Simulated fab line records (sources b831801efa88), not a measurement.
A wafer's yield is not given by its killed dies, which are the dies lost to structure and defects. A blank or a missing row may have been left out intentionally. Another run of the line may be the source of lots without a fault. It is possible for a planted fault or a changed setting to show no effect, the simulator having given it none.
fab line records	flow sky130
record: lots: 14	wafers: 42	lastDay: 50
route steps=708 shown FIELD_ISO@28 PWDE@47 NWELL@79 VIA1@470 METAL2@499
lots that met no fault: taken from a fault-free run of the same line
startH: the number of hours between the record's first day and the start of the first shown wafer of the lot	waitH: hours since the lot's step before	" as in the row above	L1.1+2: a row that stands for several wafers	- no value, or no start given	* or withheld: withheld	< > ~ a bound
route shown NAME@n: names a module that has steps shown in the file, with the first one's number in the route	usual: average and standard deviation across the fault-free wafers	same: alike in all rows	chamber/n: place in a boat	sites: per-site readings	_std_site: their standard deviation	_edge_site: the outer-site mean with the inner-site mean subtracted	radiusMm: for every site, how far away it sits from the centre of the wafer	mask NAME#n: copy n	behind: the last tool/chamber to shape the wafer	hold: why the lot was held/for how many hours/how that ended	device: which transistor (n, p or np) failed to switch	end of line: at the end of the route, the tests of the same wafers	step lacking rows: just its recipe	killed: dies lost to structure and defects at the first sort, not the wafer's yield	map: the dies of a wafer, with x for killed, . for not killed, _ for no die there
set.NAME: the run value of the setting; set.NAME@STEP: its run value at that earlier step	model.NAME: the simulator's own value behind a step, which no gauge read
steps of the route over a sample of lots; a table a step, a row a wafer
services: the hour from which a tool's chamber was out of use, counted from the record's first day as startH (under 0 if before that day), plus the number of hours and why
== steps ==
step: SKY_FIELD_ISO_CMP_27
recipe: stopOn: Si3N4	tOverpolishS: 16	downForcePsi: 4	platenRpm: 60	targetThkNm: 457.8	padVelocityMS: 0.94248
usual: motorCurrentA: 12.3/1.5	overpolishRunS: 16.001/0.01	platenRpm: 60.00/0.043	timeToEndpointS: 110/5.4
lot.wafer	tool	chamber	startH	waitH	motorCurrentA	overpolishRunS	platenRpm	timeToEndpointS
L760.1	cmp-02	1	33.44	0.1	12.2	16.004	60.04	118
L760.3	"	2	"	"	13.9	16.020	60.02	122
L760.2	"	3	"	"	12.2	16.013	60.05	112
L763.3	cmp-01	2	49.55	0.1	9.2	16.014	59.99	105
L763.1	"	3	"	"	13.1	16.017	59.98	113
L763.2	"	0	"	"	12.8	16.001	59.99	108
L764.1	cmp-02	3	55.94	0.0	12.2	16.000	59.98	112
L764.2	"	2	"	"	13.3	16.006	59.97	121
L764.5	"	0	"	"	10.9	16.007	60.04	123
L766.2	cmp-01	0	62.66	0.0	12.5	16.006	59.88	112
L766.1	"	1	"	"	14.3	15.998	60.01	109
L766.5	"	0	"	"	12.8	16.006	59.91	109
L770.4	cmp-02	0	88.32	0.0	10.5	15.989	60.03	112
L770.3	"	1	"	"	12.8	15.994	60.00	106
L770.6	"	0	"	"	10.8	16.002	59.99	110
L771.4	cmp-01	1	95.10	0.1	14.9	15.996	59.93	105
L771.1	"	2	"	"	8.8	16.007	60.00	108
L771.5	"	0	"	"	13.1	15.976	59.93	108
L773.3	cmp-02	3	102.88	0.0	11.9	15.982	60.05	102
L773.4	"	1	"	"	12.1	16.000	59.94	105
L773.1	"	2	"	"	13.4	16.017	60.00	108
L775.4	cmp-01	1	110.91	0.0	15.1	16.004	59.90	117
L775.3	"	0	"	"	13.1	16.003	60.08	115
L775.6	"	2	"	"	9.4	16.013	60.00	108
L776.3	cmp-02	2	118.22	0.0	13.4	16.009	59.98	108
L776.2	"	3	"	"	12.2	16.010	60.00	100
L776.4	"	0	"	"	11.3	16.008	60.00	111
L778.3	cmp-02	0	126.12	0.0	10.6	16.000	60.04	116
L778.2	"	1	"	"	12.5	15.991	59.96	109
L778.6	"	1	"	"	12.5	16.014	60.02	106
L779.3	cmp-02	1	133.67	0.1	12.1	16.002	59.97	106
L779.1	"	2	"	"	13.5	16.005	60.01	113
L779.5	"	1	"	"	12.4	15.989	59.99	111
L780.3	cmp-02	2	137.47	0.0	13.2	15.991	59.93	115
L780.2	"	3	"	"	11.9	15.990	60.06	105
L780.5	"	2	"	"	13.7	16.000	60.00	113
L781.4	cmp-01	1	141.12	0.1	14.8	16.000	60.01	114
L781.1	"	2	"	"	8.6	15.983	59.97	114
L781.2	"	3	"	"	13.3	15.993	59.95	117
L783.1	cmp-02	1	153.05	0.0	12.4	16.009	60.02	115
L783.4	"	3	"	"	12.1	16.009	59.93	104
L783.5	"	1	"	"	11.9	15.995	60.07	114
step: SKY_PWDE_COAT_02
recipe: spinRpm: 2000	resistThkNm: 3000
usual: chillPlateTempC: 23.02/0.1	dispensePressureKPa: 50.8/0.92	resistLineTempC: 23.01/0.1
lot.wafer	tool	chamber	startH	waitH	chillPlateTempC	dispensePressureKPa	resistLineTempC
L760.1	lithoTrack-03	0	59.26	0.1	23.01	49.7	23.06
L760.2	"	0	"	"	23.22	49.7	22.95
L760.3	"	0	"	"	22.92	49.7	22.84
L763.1	lithoTrack-03	0	78.26	0.1	23.09	49.7	22.92
L763.2	"	0	"	"	22.98	49.7	23.13
L763.3	"	0	"	"	22.89	49.7	22.94
L764.1	lithoTrack-04	0	83.21	0.1	23.08	51.6	23.02
L764.2	"	0	"	"	23.08	51.7	23.08
L764.5	"	0	"	"	23.23	51.7	23.00
L766.1	lithoTrack-04	0	90.16	0.1	23.09	51.7	22.80
L766.2	"	0	"	"	23.03	51.6	22.90
L766.5	"	0	"	"	23.00	51.7	22.98
L770.3	lithoTrack-01	0	118.07	0.1	23.00	50.2	22.94
L770.4	"	0	"	"	22.96	50.2	23.13
L770.6	"	0	"	"	23.06	50.2	23.13
L771.1	lithoTrack-03	0	126.26	0.1	22.95	49.7	23.15
L771.4	"	0	"	"	22.93	49.7	23.06
L771.5	"	0	"	"	22.84	49.7	23.03
L773.1	lithoTrack-04	0	132.76	0.1	22.99	51.7	23.07
L773.3	"	0	"	"	22.94	51.7	23.04
L773.4	"	0	"	"	23.07	51.7	23.16
L775.3	lithoTrack-01	-	141.12	0.1	-	-	-
L775.4	"	-	"	"	-	-	-
L775.6	"	-	"	"	-	-	-
L776.2	lithoTrack-03	-	149.09	0.1	-	-	-
L776.3	"	-	"	"	-	-	-
L776.4	"	-	"	"	-	-	-
L778.2	lithoTrack-03	0	159.34	0.1	22.98	49.7	22.97
L778.3	"	0	"	"	22.82	49.7	22.80
L778.6	"	0	"	"	23.00	49.7	22.95
L779.1	lithoTrack-04	0	165.36	0.1	23.04	51.7	23.05
L779.3	"	0	"	"	23.01	51.7	22.90
L779.5	"	0	"	"	23.10	51.7	23.00
L780.2	lithoTrack-04	0	171.14	0.1	22.95	51.7	23.07
L780.3	"	0	"	"	22.97	51.7	22.97
L780.5	"	0	"	"	22.88	51.7	22.79
L781.1	lithoTrack-04	0	173.61	0.1	22.96	51.7	23.01
L781.2	"	0	"	"	22.96	51.7	22.97
L781.4	"	0	"	"	23.02	51.7	22.83
L783.1	lithoTrack-04	0	186.36	0.1	23.13	51.7	23.01
L783.4	"	0	"	"	23.01	51.7	23.11
L783.5	"	0	"	"	23.12	51.6	23.14
step: SKY_PWDE_OVL_MEAS_07
usual: PWDE_OVL: -0.9/1.4
lot.wafer	tool	chamber	startH	waitH	PWDE_OVL[nm]
L760.1	overlay-02	-	67.51	-	1.0
L760.2	"	-	"	"	-0.2
L760.3	"	-	"	"	-1.4
L763.1	overlay-01	-	87.12	-	1.1
L763.2	"	-	"	"	1.7
L763.3	"	-	"	"	-0.9
L764.1	overlay-01	-	92.02	-	-2.4
L764.2	"	-	"	"	-1.7
L764.5	"	-	"	"	-2.0
L766.1	overlay-01	-	98.17	-	-1.5
L766.2	"	-	"	"	0.0
L766.5	"	-	"	"	-0.1
L770.3	overlay-02	-	127.78	-	-3.2
L770.4	"	-	"	"	-3.0
L770.6	"	-	"	"	-4.0
L771.1	overlay-01	-	135.01	-	-1.9
L771.4	"	-	"	"	-4.1
L771.5	"	-	"	"	-1.2
L773.1	overlay-01	-	142.51	-	-2.9
L773.3	"	-	"	"	0.6
L773.4	"	-	"	"	-1.6
L775.3	overlay-01	-	151.76	-	-
L775.4	"	-	"	"	-
L775.6	"	-	"	"	-
L776.2	overlay-01	-	158.42	-	-
L776.3	"	-	"	"	-
L776.4	"	-	"	"	-
L778.2	overlay-02	-	170.98	-	-3.1
L778.3	"	-	"	"	-4.2
L778.6	"	-	"	"	-2.3
L779.1	overlay-02	-	175.81	-	-1.6
L779.3	"	-	"	"	-1.4
L779.5	"	-	"	"	-4.0
L780.2	overlay-01	-	180.52	-	1.0
L780.3	"	-	"	"	-0.4
L780.5	"	-	"	"	2.6
L781.1	overlay-02	-	183.06	-	-2.3
L781.2	"	-	"	"	-1.7
L781.4	"	-	"	"	0.0
L783.1	overlay-01	-	197.06	-	-2.2
L783.4	"	-	"	"	-0.1
L783.5	"	-	"	"	-0.7
step: SKY_NWELL_TW_MEAS_26
usual: NWELL_2_TW: 497/5.1
lot.wafer	tool	chamber	startH	waitH	NWELL_2_TW
L760.1	filmMetro-04	-	101.91	0.1	502
L760.2	"	-	"	"	500
L760.3	"	-	"	"	499
L763.1	filmMetro-02	-	123.10	0.1	499
L763.2	"	-	"	"	504
L763.3	"	-	"	"	504
L764.1	filmMetro-04	-	129.86	0.1	499
L764.2	"	-	"	"	495
L764.5	"	-	"	"	495
L766.1	filmMetro-04	-	135.61	0.1	499
L766.2	"	-	"	"	496
L766.5	"	-	"	"	497
L770.3	filmMetro-02	-	167.35	0.1	501
L770.4	"	-	"	"	502
L770.6	"	-	"	"	503
L771.1	filmMetro-04	-	175.83	0.1	501
L771.4	"	-	"	"	499
L771.5	"	-	"	"	501
L773.1	filmMetro-01	-	183.00	0.1	491
L773.3	"	-	"	"	491
L773.4	"	-	"	"	492
L775.3	filmMetro-01	-	193.00	0.1	545
L775.4	"	-	"	"	541
L775.6	"	-	"	"	541
L776.2	filmMetro-02	-	200.36	0.1	559
L776.3	"	-	"	"	558
L776.4	"	-	"	"	559
L778.2	filmMetro-04	-	213.84	0.1	498
L778.3	"	-	"	"	498
L778.6	"	-	"	"	500
L780.2	filmMetro-02	-	224.47	0.1	506
L780.3	"	-	"	"	502
L780.5	"	-	"	"	505
L781.1	filmMetro-01	-	227.88	0.1	491
L781.2	"	-	"	"	493
L781.4	"	-	"	"	490
L779.1	filmMetro-04	-	230.01	0.1	498
L779.3	"	-	"	"	500
L779.5	"	-	"	"	498
L783.1	filmMetro-01	-	242.08	0.1	489
L783.4	"	-	"	"	491
L783.5	"	-	"	"	491
step: SKY_VIA1_CD_MEAS_12
recipe: targetCdNm: 150
usual: cdNm: 150.5/2
lot.wafer	tool	chamber	startH	waitH	cdNm
L760.1	cdSem-02	-	788.77	-	151.2
L760.2	"	-	"	"	150.2
L760.3	"	-	"	"	150.2
L763.1	cdSem-01	-	825.69	-	154.2
L763.2	"	-	"	"	153.9
L763.3	"	-	"	"	153.9
L764.1	cdSem-02	-	827.22	-	152.7
L764.2	"	-	"	"	151.5
L764.5	"	-	"	"	152.0
L766.1	cdSem-02	-	833.16	-	151.9
L766.2	"	-	"	"	152.7
L766.5	"	-	"	"	151.8
L770.3	cdSem-02	-	868.91	-	149.5
L770.4	"	-	"	"	150.4
L770.6	"	-	"	"	150.4
L771.1	cdSem-01	-	882.22	-	150.6
L771.4	"	-	"	"	150.6
L771.5	"	-	"	"	150.1
L773.1	cdSem-02	-	894.09	-	151.5
L773.3	"	-	"	"	150.2
L773.4	"	-	"	"	149.6
L775.3	cdSem-02	-	904.76	-	151.7
L775.4	"	-	"	"	151.2
L775.6	"	-	"	"	151.2
L776.2	cdSem-01	-	909.93	-	149.8
L776.3	"	-	"	"	149.4
L776.4	"	-	"	"	150.3
L778.2	cdSem-02	-	929.54	-	152.6
L778.3	"	-	"	"	153.9
L778.6	"	-	"	"	151.9
L780.2	cdSem-01	-	937.49	-	147.1
L780.3	"	-	"	"	146.0
L780.5	"	-	"	"	146.6
L781.1	cdSem-02	-	944.47	-	150.7
L781.2	"	-	"	"	151.0
L781.4	"	-	"	"	150.3
L779.1	cdSem-01	-	944.54	-	149.2
L779.3	"	-	"	"	148.5
L779.5	"	-	"	"	150.3
L783.1	cdSem-01	-	957.97	-	150.4
L783.4	"	-	"	"	150.4
L783.5	"	-	"	"	151.2
step: SKY_METAL2_OVL_MEAS_16
usual: METAL2_OVL: -2/5.1
lot.wafer	tool	chamber	startH	waitH	METAL2_OVL[nm]
L760.1	overlay-02	-	817.18	0.1	-8
L760.2	"	-	"	"	-7
L760.3	"	-	"	"	-4
L763.1	overlay-02	-	854.18	0.1	-13
L763.2	"	-	"	"	-12
L763.3	"	-	"	"	-5
L764.1	overlay-02	-	854.93	0.1	0
L764.2	"	-	"	"	2
L764.5	"	-	"	"	-1
L766.1	overlay-01	-	861.41	0.1	-5
L766.2	"	-	"	"	-6
L766.5	"	-	"	"	-15
L770.3	overlay-02	-	895.94	0.1	-6
L770.4	"	-	"	"	-6
L770.6	"	-	"	"	-6
L771.1	overlay-01	-	909.33	0.1	-2
L771.4	"	-	"	"	2
L771.5	"	-	"	"	3
L773.1	overlay-02	-	921.31	0.1	2
L773.3	"	-	"	"	-5
L773.4	"	-	"	"	-3
L775.3	overlay-02	-	931.87	0.1	0
L775.4	"	-	"	"	-7
L775.6	"	-	"	"	-9
L776.3	overlay-02	-	936.47	0.1	4
L776.4	"	-	"	"	0
L778.2	overlay-01	-	955.67	0.1	-6
L778.3	"	-	"	"	1
L778.6	"	-	"	"	0
L780.2	overlay-02	-	963.59	0.1	-10
L780.3	"	-	"	"	-6
L780.5	"	-	"	"	-3
L779.1	overlay-02	-	970.46	0.1	0
L779.3	"	-	"	"	-4
L779.5	"	-	"	"	-5
L781.1	overlay-01	-	971.16	0.1	-2
L781.2	"	-	"	"	-11
L781.4	"	-	"	"	-2
L783.1	overlay-01	-	983.58	0.1	-2
L783.4	"	-	"	"	4
L783.5	"	-	"	"	1
== services ==
tool	chamber	startH	hours	kind
cmp-02	-	14.14	1.0	repair
cmp-02	-	16.88	0.3	repair
cmp-01	-	38.31	2.3	repair
cmp-02	-	53.23	0.6	repair
cmp-02	-	64.04	4.0	pm
cmp-02	-	68.04	-	consumableReplace:conditioner
cmp-02	-	68.04	-	consumableReplace:pad
cmp-02	-	77.79	7.0	pm
cmp-02	-	110.81	1.5	repair
cmp-02	-	142.39	0.7	repair
cmp-01	-	147.06	3.9	repair
lithoTrack-04	-	154.43	-	consumableReplace:filter
cmp-02	-	157.60	2.1	repair
cmp-01	-	186.27	0.7	repair
== key ==
firstSign: step: SKY_PWDE_COAT_02	reading: toolRecord	direction: missing
effect: step: SKY_PWDE_OVL_MEAS_07	reading: PWDE_OVL	direction: missing
effect: step: SKY_NWELL_TW_MEAS_26	reading: NWELL_2_TW	direction: up	sigmas: 10	usual: 497	struck: 551
metAt SKY_PWDE_COAT_02
struckLots L775,L776
rowsEnd L776.2
sortLeftOut L775.3,L775.4,L775.6,L776.3,L776.4
testerLeftOut L775,L776
notActingAt SKY_FIELD_ISO_CMP_27,SKY_VIA1_CD_MEAS_12,SKY_METAL2_OVL_MEAS_16
onsetBetween 126.26 141.12
fault: kind: skippedStepWhole	tool: lithoTrack-01,lithoTrack-03	chamber: -	onsetH: 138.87	steps: SKY_PWDE_COAT_02	scope: struckLotsOnly
testerLeftOut: of these lots the tester's yield and bins aren't shown, on N5 and GAA mostly nor the transistor test; their killed dies are dies lost to structure and defects alone, not to doping, threshold or leakage, so they don't give the yield
sortLeftOut: the simulated sort isn't trusted on such a fault, so these wafers' sort isn't shown, and their yield isn't known
rowsEnd: these wafers met a further fault down the route, and their rows from its step on are left out
